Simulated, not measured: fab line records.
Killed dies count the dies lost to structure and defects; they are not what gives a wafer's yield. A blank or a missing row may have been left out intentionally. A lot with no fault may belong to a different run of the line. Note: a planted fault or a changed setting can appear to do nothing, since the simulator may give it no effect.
8D (eight disciplines) problem report, filled in by code / flow sky130 / the parts of the form that need people (team, actions taken, sign-off) are left out

== 1. THE ISSUE ==
Wafers free of any fault read 1423 (standard deviation 7.9) for LDD_HVN_TW at SKY_LDD_HVN_TW_MEAS_10, against a mean of 2725 on 6 wafers of 2 lots. That is +99 or more standard deviations from the usual mean.
Seen first at day 25 13:31 on film-metro-01, wafer L745.2. The record holds 36 wafers of 12 lots with a number at this step. The rule behind "out" and "out of limits": a value lying over 4 standard deviations away from the usual mean. All remaining wafers that have a number are taken as sound.

== 2. WHAT IT IS AND WHAT IT IS NOT ==
question=which readings at this step | is=LDD_HVN_TW | is not=-
question=which lots | is=L745, L746 | is not=L731, L733, L734, L735, L736, L737, L740, L747, L750, L752
question=which wafers of those lots | is=all that have a number | is not=-
question=read on which gauges | is=film-metro-01, film-metro-02 | is not=film-metro-04
question=when | is=from day 25 13:31 | is not=up to then (21 sound wafers); but 9 sound wafers of L747, L750, L752 came after

== 3. SUSPECTS, AND WHAT RULES EACH OUT ==
Counting: any tool at a process step up to the reading is kept as a suspect provided that every lot that is out went through it and no sound lot did after the first of them.
- the gauge at SKY_LDD_HVN_TW_MEAS_10 has been ruled out. The wafers that are out were read on 2 gauges (film-metro-01, film-metro-02).
- plasma-asher-04 at SKY_POLY_GATE_STRIP_18 (strips in O2/N2): ruled out as a lasting fault. Sound lots L747, L750, L752 ran on it after its first lot that is out, L745 (day 21 15:58).
- implanter-04 at SKY_LDD_HVN_IMPLANT_08: kept. It ran every lot that is out, first L745 (day 25 13:17), and no sound lot after that; its last sound lot up to then is L740 (day 23 20:55). On those wafers its own readings are out: dose-ions-cm2, faraday-current-uA.
Left after counting: implanter-04 at SKY_LDD_HVN_IMPLANT_08.

== 4. THE CAUSE (what the simulator had put in) ==
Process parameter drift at SKY_LDD_HVN_IMPLANT_08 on implanter-04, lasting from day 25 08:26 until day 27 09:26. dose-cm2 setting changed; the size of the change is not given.
Only this tool survived the counting.

== 5. THE EFFECT CHAIN, in route order ==
One row per reading whose mean, taken over the struck wafers that have a number, lies over 3 standard deviations from the usual. Only readings whose record carries a usual standard deviation are examined. hours: median over the lots of the time between each lot's start at the first step of this table that gives one and its start at this step. sigmas: the change, counted in usual standard deviations.
hours=0; step=SKY_LDD_HVN_IMPLANT_08; reading=dose-ions-cm2; usual=3.001e+13; on struck wafers=2.397e+14; change=+2.097e+14; sigmas=+99 or more
hours=0; step=SKY_LDD_HVN_IMPLANT_08; reading=end-station-pressure-torr; usual=5.13e-06 Torr; on struck wafers=6.06e-06; change=+9.25e-07; sigmas=+3.7
hours=0; step=SKY_LDD_HVN_IMPLANT_08; reading=faraday-current-uA; usual=170; on struck wafers=1357; change=+1187; sigmas=+99 or more
hours=0; step=SKY_LDD_HVN_TW_MEAS_10; reading=LDD_HVN_TW; usual=1423; on struck wafers=2725; change=+1302; sigmas=+99 or more
Process steps it contains:
- SKY_LDD_HVN_IMPLANT_08
Later measuring or inspecting steps at which every struck wafer that the step has a row for has a number for every such reading, and none has moved that far: SKY_POLY_CUT_CD_MEAS_08.

== 6. WHAT WOULD HAVE CAUGHT IT SOONER ==
The first out-of-limits reading at a measuring or inspecting step in this record came at day 25 13:31, 5 hours after the fault's start at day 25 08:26.
Tool's own readings at SKY_LDD_HVN_IMPLANT_08, dose-ions-cm2, faraday-current-uA: out on all struck wafers the step has rows for; an alarm limit on them would have tripped on the first.
Among the 2 lots that are out, L746 began SKY_LDD_HVN_IMPLANT_08 on implanter-04 after day 25 13:31. It would have been spared by a hold on the tool at that moment.
